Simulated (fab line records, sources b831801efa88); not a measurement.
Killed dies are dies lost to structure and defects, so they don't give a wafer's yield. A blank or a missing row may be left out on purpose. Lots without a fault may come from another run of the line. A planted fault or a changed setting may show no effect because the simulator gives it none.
One fault seen from 2 desks | flow sky130 | each desk has only its own numbers; what lay behind them comes last

THE METROLOGY DESK
What the gauges read, lot by lot, whatever tool the lot ran on: means of the sampled wafers that have a number. A lot is out of limits, marked OUT, if its mean lies more than 4 standard deviations from the usual mean; the brackets give that distance.
Columns: A = LDD_P_OVL at SKY_LDD_P_OVL_MEAS_08, usual -0.5 nm; B = LDD_P_TW at SKY_LDD_P_TW_MEAS_11, usual 633; C = LDD_HVN_OVL at SKY_LDD_HVN_OVL_MEAS_07, usual -1.2 nm
lot  | first seen here | A    | B   | C
L450 | day 19 00:26    | -1.2 | 637 | -0.7
L452 | day 19 14:12    | -0.7 | 638 | -1.3
L456 | day 22 04:54    | -1.5 | 636 | 0.1
L459 | day 22 21:47    | 1.4  | 625 | -3.1
L466 | day 24 22:59    | 0.7  | 624 | -1.7
L468 | day 26 07:14    | -0.0 | 630 | 1.2
This desk's finding: nothing out of limits on any of the 6 lots.

THE TOOL OWNER'S DESK: implanter-01
The tool's own readings at SKY_LDD_HVN_IMPLANT_08: means of the sampled wafers that have a number, for each lot that ran on this tool. A lot is out of limits, marked OUT, if its mean lies more than 4 standard deviations from the usual mean; the brackets give that distance.
Columns: A = beam_energy_keV at SKY_LDD_HVN_IMPLANT_08, usual 60.002; B = tilt_deg at SKY_LDD_HVN_IMPLANT_08, usual 40.003 degrees
lot  | first seen here | A                        | B
L450 | day 20 07:44    | 60.005                   | 39.999
L452 | day 20 21:38    | 60.000                   | 40.005
L456 | day 23 11:19    | 61.946 (+99 or more) OUT | 40.003
L459 | day 24 04:46    | 61.950 (+99 or more) OUT | 39.998
This desk's finding: out of limits on L456, L459; first on L456, day 23 11:19 (beam_energy_keV at SKY_LDD_HVN_IMPLANT_08). In limits: L450, L452.

PUT TOGETHER
The tool owner's desk could have raised an alarm at day 23 11:19, on L456, L459.
The metrology desk saw nothing out of limits.
The metrology desk has L456, L459 on record, within its limits.
Of the lots named, all ran SKY_LDD_HVN_IMPLANT_08 on implanter-01.

WHAT THE SIMULATOR HAD PUT IN
Process parameter drift: implanter-01, from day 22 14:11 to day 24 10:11, at SKY_LDD_HVN_IMPLANT_08. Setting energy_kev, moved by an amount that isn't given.
Lots struck among those shown: L456, L459.
Hours from the fault's start to each desk's first reading out of limits: the tool owner's desk, 21.
